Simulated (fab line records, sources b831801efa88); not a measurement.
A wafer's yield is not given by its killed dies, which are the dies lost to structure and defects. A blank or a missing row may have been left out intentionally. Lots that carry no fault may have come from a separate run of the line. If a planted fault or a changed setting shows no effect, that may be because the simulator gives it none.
fab line records    flow gf180mcu
[record] lots = 11  wafers = 33  last-day = 34
route steps=602 shown STI@16 PSD@257 V3@445
lots that met no fault: taken from a fault-free run of the same line
start-h: start of the lot's first displayed wafer, in hours after the record's first day    wait-h: hours from the lot's prior step to this one    " same as the row above    L1.1+2: one row covering several wafers at once    - no value present, or no start provided    * or withheld: withheld    < > ~ a bound
route shown NAME@n: NAME is a module with steps in the file, n the number in the route of the first one    usual: the fault-free wafers' mean and standard deviation    same: alike in all rows    chamber/n: place in a boat    sites: readings site by site    _std_site: standard deviation of those values    _edge_site: mean of outer sites minus mean of inner sites    radius-mm: for every site, how far away it sits from the centre of the wafer    mask NAME#n: copy n    behind: the last tool/chamber to shape the wafer    hold: reason for holding the lot/hours on hold/outcome of the hold    device: names the non-switching transistor (n, p or np)    end of line: the tests these same wafers got at the end of their route    a step with no rows: only its recipe    killed: not the wafer's yield, but the dies lost to structure and defects at the first sort    map: per-die view of a wafer (x killed, . not killed, _ where there is no die)
set.NAME: the setting the step ran with; set.NAME@STEP: the setting that earlier step ran with    model.NAME: the simulator's own value behind a step, which no gauge read
route steps across a sampled set of lots; one table per step, one row per wafer
services: the hour from which a tool's chamber was out of use, counted from the record's first day as start-h (under 0 if before that day), plus the number of hours and why
[[steps]]
[step GF_STI_STRIP_15]
[recipe] chemistry = O2/N2  power-w = 1400  pressure-mtorr = 1500  platen-temp-c = 250  o2-flow-sccm = 3000  n2-flow-sccm = 300  overash-fraction = 0.5
[usual] drypump-motor-current-A = 5.9/0.4  heater-power-w = 319/21  oes-product-au = 0.383/0.0052  strip-time-to-endpoint-s = 3.71/0.065
lot.wafer  tool             chamber  start-h  wait-h  drypump-motor-current-A  heater-power-w  oes-product-au  rf-hours-counter-h  strip-time-to-endpoint-s
L523.1     plasma-asher-04  1        30.55    0.0     5.7                      343             0.382           39                  3.69
L523.3     "                0        "        "       6.4                      293             0.381           -                   3.78
L523.6     "                0        "        "       6.4                      294             0.384           -                   3.84
L524.2     plasma-asher-01  0        35.33    0.0     5.2                      331             0.377           32                  3.66
L524.3     "                0        "        "       5.2                      336             0.379           -                   3.69
L524.6     "                0        "        "       5.2                      334             0.390           -                   3.70
L525.1     plasma-asher-03  1        41.68    0.0     5.7                      310             0.389           42                  3.74
L525.2     "                0        "        "       6.3                      314             0.381           42                  3.72
L525.3     "                1        "        "       5.7                      304             0.388           -                   3.73
L526.1     plasma-asher-03  0        47.80    0.0     6.3                      315             0.381           43                  3.65
L526.3     "                0        "        "       6.3                      309             0.382           -                   3.72
L526.5     "                1        "        "       5.7                      311             0.371           -                   3.60
L529.1     plasma-asher-03  1        64.20    0.0     5.7                      307             0.374           44                  3.61
L529.4     "                0        "        "       6.3                      309             0.377           -                   3.62
L529.5     "                1        "        "       5.7                      304             0.372           -                   3.61
L536.1     plasma-asher-04  1        99.43    0.0     5.8                      338             0.374           46                  3.64
L536.2     "                0        "        "       6.4                      290             0.391           46                  3.76
L536.5     "                1        "        "       5.8                      344             0.389           -                   3.82
L538.2     plasma-asher-03  1        107.80   0.0     5.7                      298             0.393           49                  3.72
L538.4     "                1        "        "       5.7                      312             0.389           -                   3.71
L538.5     "                1        "        "       5.7                      302             0.383           -                   3.66
L541.1     plasma-asher-01  0        123.99   0.0     5.2                      327             0.378           41                  3.67
L541.3     "                0        "        "       5.2                      323             0.387           -                   3.66
L541.4     "                1        "        "       5.9                      340             0.377           -                   3.63
L542.1     plasma-asher-04  0        129.79   0.0     6.4                      286             0.380           1                   3.59
L542.4     "                0        "        "       6.3                      274             0.385           -                   3.63
L542.5     "                1        "        "       5.7                      336             0.387           -                   3.81
L544.1     plasma-asher-03  1        138.83   0.0     5.7                      301             0.383           53                  3.72
L544.2     "                0        "        "       6.3                      311             0.386           53                  3.72
L544.6     "                0        "        "       6.3                      306             0.384           -                   3.72
L545.2     plasma-asher-01  1        144.61   0.0     6.0                      342             0.384           43                  3.67
L545.3     "                0        "        "       5.2                      329             0.386           -                   3.83
L545.4     "                1        "        "       5.9                      350             0.392           -                   3.77
[step GF_PSD_IMPLANT_09]
[recipe] species = BF2  energy-kev = 40  dose-cm2 = 1.5e+15  tilt-deg = 7
[usual] beam-on-s = 9.99/0.21  faraday-current-uA = 8261/170
lot.wafer  tool          chamber  start-h  wait-h  beam-on-s  faraday-current-uA
L523.1     implanter-03  0        324.47   0.0     9.99       8274
L523.3     "             0        "        "       10.34      7968
L523.6     "             0        "        "       10.02      8199
L524.2     implanter-02  0        334.45   0.0     9.98       8252
L524.3     "             0        "        "       10.18      8139
L524.6     "             0        "        "       10.13      8165
L525.1     implanter-03  0        346.43   0.0     10.07      8183
L525.2     "             0        "        "       9.75       8486
L525.3     "             0        "        "       10.09      8179
L526.1     implanter-03  0        353.22   0.0     10.24      8054
L526.3     "             0        "        "       9.98       8207
L526.5     "             0        "        "       9.55       8629
L529.1     implanter-03  0        381.87   0.0     9.86       8337
L529.4     "             0        "        "       10.18      8110
L529.5     "             0        "        "       10.12      8128
L536.1     implanter-03  0        443.16   0.0     7.41       11092
L536.2     "             0        "        "       8.07       10198
L536.5     "             0        "        "       7.63       10773
L538.2     implanter-03  0        454.58   0.0     7.61       10862
L538.4     "             0        "        "       7.68       10761
L538.5     "             0        "        "       7.55       10875
L541.1     implanter-01  0        479.83   0.0     9.98       8262
L541.3     "             0        "        "       10.12      8140
L541.4     "             0        "        "       9.89       8367
L542.1     implanter-01  0        490.97   0.0     9.98       8276
L542.4     "             0        "        "       10.24      8107
L542.5     "             0        "        "       9.92       8336
L544.1     implanter-01  0        500.17   0.0     9.88       8328
L544.2     "             0        "        "       9.80       8422
L544.6     "             0        "        "       9.71       8457
L545.2     implanter-01  0        509.45   0.0     9.88       8352
L545.3     "             0        "        "       9.91       8378
L545.4     "             0        "        "       9.80       8432
[step GF_PSD_STRIP_10]
[recipe] chemistry = O2/N2  power-w = 1400  pressure-mtorr = 1500  platen-temp-c = 250  o2-flow-sccm = 3000  n2-flow-sccm = 300  overash-fraction = 0.5
[usual] drypump-motor-current-A = 5.7/0.41  heater-power-w = 332/29  oes-product-au = 0.592/0.0044  strip-time-to-endpoint-s = 16.52/0.035
lot.wafer  tool             chamber  start-h  wait-h  drypump-motor-current-A  heater-power-w  oes-product-au  rf-hours-counter-h  strip-time-to-endpoint-s
L523.1     plasma-asher-04  1        324.62   0.1     5.8                      350             0.604           19                  16.51
L523.3     "                0        "        "       6.4                      284             0.587           -                   16.53
L523.6     "                0        "        "       6.4                      283             0.591           -                   16.50
L524.2     plasma-asher-02  1        334.58   0.1     5.4                      385             0.599           56                  16.61
L524.3     "                1        "        "       5.4                      388             0.593           -                   16.57
L524.6     "                1        "        "       5.4                      387             0.591           -                   16.58
L525.1     plasma-asher-01  0        346.58   0.1     5.2                      324             0.594           63                  16.56
L525.2     "                1        "        "       6.0                      351             0.594           63                  16.54
L525.3     "                0        "        "       5.2                      328             0.586           -                   16.56
L526.1     plasma-asher-02  1        353.37   0.1     5.4                      385             0.596           58                  16.46
L526.3     "                0        "        "       5.9                      310             0.593           -                   16.51
L526.5     "                1        "        "       5.4                      389             0.592           -                   16.46
L529.1     plasma-asher-01  1        382.02   0.1     5.9                      344             0.594           67                  16.50
L529.4     "                1        "        "       6.0                      342             0.591           -                   16.54
L529.5     "                1        "        "       6.0                      350             0.588           -                   16.51
L536.1     plasma-asher-02  1        443.31   0.1     5.5                      382             0.613           68                  15.74
L536.2     "                0        "        "       5.9                      308             0.603           68                  15.74
L536.5     "                1        "        "       5.5                      387             0.611           -                   15.74
L538.2     plasma-asher-04  0        454.71   0.1     6.4                      281             0.614           32                  15.72
L538.4     "                1        "        "       5.7                      329             0.606           -                   15.74
L538.5     "                0        "        "       6.4                      278             0.609           -                   15.72
L541.1     plasma-asher-01  1        479.98   0.1     6.0                      345             0.594           77                  16.49
L541.3     "                0        "        "       5.2                      333             0.585           -                   16.48
L541.4     "                1        "        "       5.9                      343             0.593           -                   16.51
L542.1     plasma-asher-02  0        491.12   0.1     5.9                      307             0.591           73                  16.54
L542.4     "                1        "        "       5.4                      392             0.588           -                   16.51
L542.5     "                0        "        "       5.9                      311             0.589           -                   16.53
L544.1     plasma-asher-04  0        500.32   0.1     6.4                      278             0.594           37                  16.49
L544.2     "                1        "        "       5.8                      340             0.588           37                  16.51
L544.6     "                0        "        "       6.4                      285             0.598           -                   16.49
L545.2     plasma-asher-01  0        509.57   0.1     5.2                      326             0.594           80                  16.53
L545.3     "                0        "        "       5.2                      327             0.585           -                   16.56
L545.4     "                1        "        "       6.0                      344             0.591           -                   16.53
[step GF_PSD_TW_MEAS_11]
[usual] PSD_TW = 3200/13
lot.wafer  tool           chamber  start-h  wait-h  PSD_TW
L523.1     film-metro-02  -        324.72   0.1     3189
L523.3     "              -        "        "       3183
L523.6     "              -        "        "       3205
L524.2     film-metro-02  -        334.69   0.1     3193
L524.3     "              -        "        "       3217
L524.6     "              -        "        "       3190
L525.1     film-metro-03  -        346.68   0.1     3182
L525.2     "              -        "        "       3165
L525.3     "              -        "        "       3187
L526.1     film-metro-02  -        353.47   0.1     3195
L526.3     "              -        "        "       3214
L526.5     "              -        "        "       3202
L529.1     film-metro-01  -        382.12   0.1     3176
L529.4     "              -        "        "       3189
L529.5     "              -        "        "       3183
L536.1     film-metro-02  -        443.41   0.1     3010
L536.2     "              -        "        "       3026
L536.5     "              -        "        "       3017
L538.2     film-metro-02  -        454.82   0.1     3022
L538.4     "              -        "        "       3008
L538.5     "              -        "        "       3007
L541.1     film-metro-03  -        480.08   0.1     3206
L541.3     "              -        "        "       3216
L541.4     "              -        "        "       3215
L542.1     film-metro-01  -        491.22   0.1     3211
L542.4     "              -        "        "       3224
L542.5     "              -        "        "       3211
L544.1     film-metro-02  -        500.42   0.1     3212
L544.2     "              -        "        "       3213
L544.6     "              -        "        "       3198
L545.2     film-metro-02  -        509.68   0.1     3203
L545.3     "              -        "        "       3218
L545.4     "              -        "        "       3214
[step GF_PSD_RS_MEAS_15]
[recipe] thk-meas-gauge = four-point-probe
[usual] PSD_RS = 108.53/0.29
lot.wafer  tool           chamber  start-h  wait-h  PSD_RS[ohm/sq]
L523.1     film-metro-02  -        325.04   0.1     108.93
L523.3     "              -        "        "       108.88
L523.6     "              -        "        "       108.59
L524.2     film-metro-02  -        335.01   0.1     108.46
L524.3     "              -        "        "       108.95
L524.6     "              -        "        "       108.36
L525.1     film-metro-01  -        346.99   0.1     109.07
L525.2     "              -        "        "       108.76
L525.3     "              -        "        "       109.07
L526.1     film-metro-03  -        353.79   0.1     108.37
L526.3     "              -        "        "       107.57
L526.5     "              -        "        "       108.33
L529.1     film-metro-01  -        382.52   0.1     108.74
L529.4     "              -        "        "       109.15
L529.5     "              -        "        "       108.95
L536.1     film-metro-03  -        443.72   0.1     122.52
L536.2     "              -        "        "       122.39
L536.5     "              -        "        "       122.60
L538.2     film-metro-03  -        455.14   0.1     123.05
L538.4     "              -        "        "       123.10
L538.5     "              -        "        "       122.88
L541.1     film-metro-01  -        480.39   0.1     108.25
L541.3     "              -        "        "       108.65
L541.4     "              -        "        "       108.28
L542.1     film-metro-02  -        491.53   0.1     108.39
L542.4     "              -        "        "       108.32
L542.5     "              -        "        "       108.67
L544.1     film-metro-03  -        500.74   0.1     108.59
L544.2     "              -        "        "       108.67
L544.6     "              -        "        "       108.85
L545.2     film-metro-02  -        510.01   0.1     108.54
L545.3     "              -        "        "       108.57
L545.4     "              -        "        "       108.93
[step GF_V3_ETCH_16]
[recipe] chemistry = N2/H2  target-depth-a = withheld  overetch-a = withheld  time-s = withheld  target = BARC  ion-energy-ev = 200  source-w = 500  bias-w = 100  pressure-mtorr = 30  n2-flow-sccm = 100  h2-flow-sccm = 200
[usual] drypump-motor-current-A = 5.6/0.42  oes-product-au = 0.855/0.0048  throttle-valve-pct = 13.224/0.0088
lot.wafer  tool         chamber  start-h  wait-h  drypump-motor-current-A  oes-product-au  throttle-valve-pct
L523.1     rie-diel-01  1        521.12   0.0     5.7                      0.854           13.223
L523.3     "            3        "        "       5.8                      0.847           13.223
L523.6     "            2        "        "       6.3                      0.855           13.214
L524.2     rie-diel-03  1        532.42   0.0     5.8                      0.854           13.231
L524.3     "            3        "        "       4.8                      0.854           13.212
L524.6     "            0        "        "       5.7                      0.852           13.223
L525.1     rie-diel-03  1        544.90   0.0     5.8                      0.844           13.238
L525.2     "            0        "        "       5.7                      0.860           13.226
L525.3     "            2        "        "       5.4                      0.856           13.212
L526.1     rie-diel-04  2        552.07   0.0     5.6                      0.863           13.223
L526.3     "            0        "        "       5.3                      0.856           13.234
L526.5     "            2        "        "       5.5                      0.859           13.225
L529.1     rie-diel-04  1        580.10   0.0     6.2                      0.855           13.225
L529.4     "            2        "        "       5.5                      0.850           13.227
L529.5     "            2        "        "       5.5                      0.850           13.204
L536.1     rie-diel-03  1        635.72   0.0     5.8                      0.847           13.211
L536.2     "            3        "        "       4.8                      0.851           13.228
L536.5     "            1        "        "       5.8                      0.863           13.233
L538.2     rie-diel-01  1        645.52   0.0     5.7                      0.841           13.227
L538.4     "            2        "        "       6.3                      0.852           13.224
L538.5     "            3        "        "       5.7                      0.851           13.229
L541.1     rie-diel-04  1        665.32   0.0     6.2                      0.865           13.235
L541.3     "            3        "        "       5.5                      0.856           13.231
L541.4     "            2        "        "       5.5                      0.863           13.220
L542.1     rie-diel-04  3        672.35   0.0     5.5                      0.848           13.239
L542.4     "            2        "        "       5.5                      0.849           13.229
L542.5     "            1        "        "       6.2                      0.854           13.233
L544.1     rie-diel-03  3        681.07   0.0     4.8                      0.856           13.232
L544.2     "            0        "        "       5.7                      0.849           13.231
L544.6     "            0        "        "       5.7                      0.860           13.229
L545.2     rie-diel-04  0        689.20   0.0     5.3                      0.863           13.192
L545.3     "            1        "        "       6.2                      0.861           13.223
L545.4     "            2        "        "       5.5                      0.852           13.232
[step GF_V3_ETCH_17]
[recipe] chemistry = C4F8/O2/Ar  mask-material = KrF  target = SiO2  stop-on = TiN  source-w = 1500  bias-w = 1200  pressure-mtorr = 40  c4f8-flow-sccm = withheld  O2_flow_sccm = 6  Ar_flow_sccm = 300  time-s = withheld  target-depth-a = 6350
[usual] oes-product-au = 0.855/0.0048
lot.wafer  tool         chamber  start-h  wait-h  oes-product-au
L523.1     rie-diel-01  1        -        -       0.856
L523.3     "            3        "        "       0.855
L523.6     "            2        "        "       0.846
L524.2     rie-diel-03  1        -        -       0.856
L524.3     "            3        "        "       0.852
L524.6     "            0        "        "       0.853
L525.1     rie-diel-03  1        -        -       0.856
L525.2     "            0        "        "       0.851
L525.3     "            2        "        "       0.865
L526.1     rie-diel-04  2        -        -       0.861
L526.3     "            0        "        "       0.850
L526.5     "            2        "        "       0.859
L529.1     rie-diel-04  1        -        -       0.864
L529.4     "            2        "        "       0.854
L529.5     "            2        "        "       0.852
L536.1     rie-diel-03  1        -        -       0.855
L536.2     "            3        "        "       0.858
L536.5     "            1        "        "       0.858
L538.2     rie-diel-01  1        -        -       0.866
L538.4     "            2        "        "       0.858
L538.5     "            3        "        "       0.861
L541.1     rie-diel-04  1        -        -       0.850
L541.3     "            3        "        "       0.854
L541.4     "            2        "        "       0.857
L542.1     rie-diel-04  3        -        -       0.855
L542.4     "            2        "        "       0.858
L542.5     "            1        "        "       0.859
L544.1     rie-diel-03  3        -        -       0.852
L544.2     "            0        "        "       0.860
L544.6     "            0        "        "       0.863
L545.2     rie-diel-04  0        -        -       0.861
L545.3     "            1        "        "       0.857
L545.4     "            2        "        "       0.860
[[services]]
tool         chamber  start-h  hours  kind
rie-diel-04  1        14.67    12.2   repair
rie-diel-04  1        94.63    22.0   repair
rie-diel-04  0        108.69   23.7   repair
rie-diel-03  3        163.19   3.3    repair
rie-diel-03  -        177.70   0.6    repair
rie-diel-04  3        188.00   5.2    repair
rie-diel-04  1        228.42   3.1    repair
rie-diel-03  0        244.61   5.8    repair
rie-diel-03  -        264.97   2.8    pm
rie-diel-04  3        268.80   2.6    repair
rie-diel-03  -        319.81   1.3    repair
rie-diel-03  -        348.56   0.2    repair
rie-diel-03  -        351.32   0.7    repair
rie-diel-03  2        385.22   5.3    repair
rie-diel-04  2        481.27   2.9    repair
rie-diel-04  -        484.85   14.6   pm
rie-diel-04  1        522.70   2.6    repair
rie-diel-04  -        531.68   0.5    repair
rie-diel-04  0        560.10   16.7   repair
rie-diel-04  1        571.58   5.9    repair
rie-diel-04  -        602.83   2.0    repair
rie-diel-04  0        631.39   9.5    repair
rie-diel-04  -        652.69   2.8    pm
rie-diel-04  0        673.90   2.5    repair
[[key]]
[first-sign] step = GF_PSD_IMPLANT_09  reading = faraday-current-uA  direction = up  sigmas = 14  usual = 8261  struck = 10760
[effect] step = GF_PSD_IMPLANT_09  reading = beam-on-s  direction = down  sigmas = 11  usual = 9.99  struck = 7.66
[effect] step = GF_PSD_STRIP_10  reading = strip-time-to-endpoint-s  direction = down  sigmas = 22  usual = *  struck = *
[effect] step = GF_PSD_TW_MEAS_11  reading = PSD_TW  direction = down  sigmas = 14  usual = 3200  struck = 3015
[effect] step = GF_PSD_RS_MEAS_15  reading = PSD_RS  direction = up  sigmas = 48  usual = 108.53  struck = 122.76
met-at GF_PSD_IMPLANT_09
struck-lots L536,L538
tester-left-out L536,L538
not-acting-at GF_STI_STRIP_15,GF_V3_ETCH_16,GF_V3_ETCH_17
onset-between 381.87 443.16
[fault] kind = process-parameter-drift  tool = implanter-03  chamber = -  onset-h = 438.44  steps = GF_PSD_IMPLANT_09  channel = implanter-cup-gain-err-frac  offset = 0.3  shape = step  end-h = 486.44
// tester-left-out: of these lots the tester's yield and bins aren't shown, on N5 and GAA mostly nor the transistor test; their killed dies are dies lost to structure and defects alone, not to doping, threshold or leakage, so they don't give the yield
